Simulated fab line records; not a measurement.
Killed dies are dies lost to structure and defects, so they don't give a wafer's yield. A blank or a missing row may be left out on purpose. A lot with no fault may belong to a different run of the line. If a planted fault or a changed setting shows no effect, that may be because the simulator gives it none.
Which tool did it? + flow sky130 + 6 lots, 18 wafers sampled, at 2 steps of a route of 708

== WHAT THE GAUGES READ, wafer by wafer ==
SKY_LI_CONTACT_RS_MEAS_22: uses a four-point probe to measure.
| lot  | measured     | on           | LI_CONTACT_W_RS (ohm/sq) |
|------|--------------|--------------|--------------------------|
| L524 | day 30 18:43 | filmMetro-01 | 0.278 0.279 0.281        |
| L526 | day 31 05:52 | filmMetro-04 | 0.283 0.282 0.284        |
| L529 | day 32 16:19 | filmMetro-04 | 0.281 0.272 0.278        |
| L533 | day 34 02:40 | filmMetro-01 | 0.282 0.278 0.281        |
| L537 | day 34 21:53 | filmMetro-04 | 0.281 0.278 0.273        |
| L543 | day 36 18:57 | filmMetro-04 | 0.273 0.279 0.276        |

== WHICH TOOL RAN EACH LOT (tool, then ch and the chambers of the sampled wafers, then the start) ==
| lot  | SKY_LI_CONTACT_STRIP_16             |
|------|-------------------------------------|
| L524 | plasmaAsher-03 ch 0,1, day 30 18:09 |
| L526 | plasmaAsher-02 ch 0,1, day 31 05:19 |
| L529 | plasmaAsher-02 ch 0,1, day 32 15:43 |
| L533 | plasmaAsher-02 ch 0,1, day 34 02:05 |
| L537 | plasmaAsher-02 ch 0,1, day 34 21:17 |
| L543 | plasmaAsher-02 ch 0,1, day 36 18:13 |
- SKY_LI_CONTACT_STRIP_16: strips in O2/N2.

== THE ANSWER, worked out from the rows above alone ==
Rule: the lots themselves supply what counts as usual. Put in order of their means at a reading, lots are off if they are a third of the lots or fewer, leave a main group of 4 or more, and stand apart from it by a gap of 3 or more times the standard deviation of the main group's means; of several such gaps the widest counts. The tables above print the reading to a certain number of digits; a main group whose means all agree to those digits is not used. A lot without any number at a reading at which 4 lots or more have one is off too. Any other lot the step has rows for is counted as sound.
No lot is off on any of the readings shown, so nothing can be concluded from this.

== WHAT THE SIMULATOR HAD PUT IN ==
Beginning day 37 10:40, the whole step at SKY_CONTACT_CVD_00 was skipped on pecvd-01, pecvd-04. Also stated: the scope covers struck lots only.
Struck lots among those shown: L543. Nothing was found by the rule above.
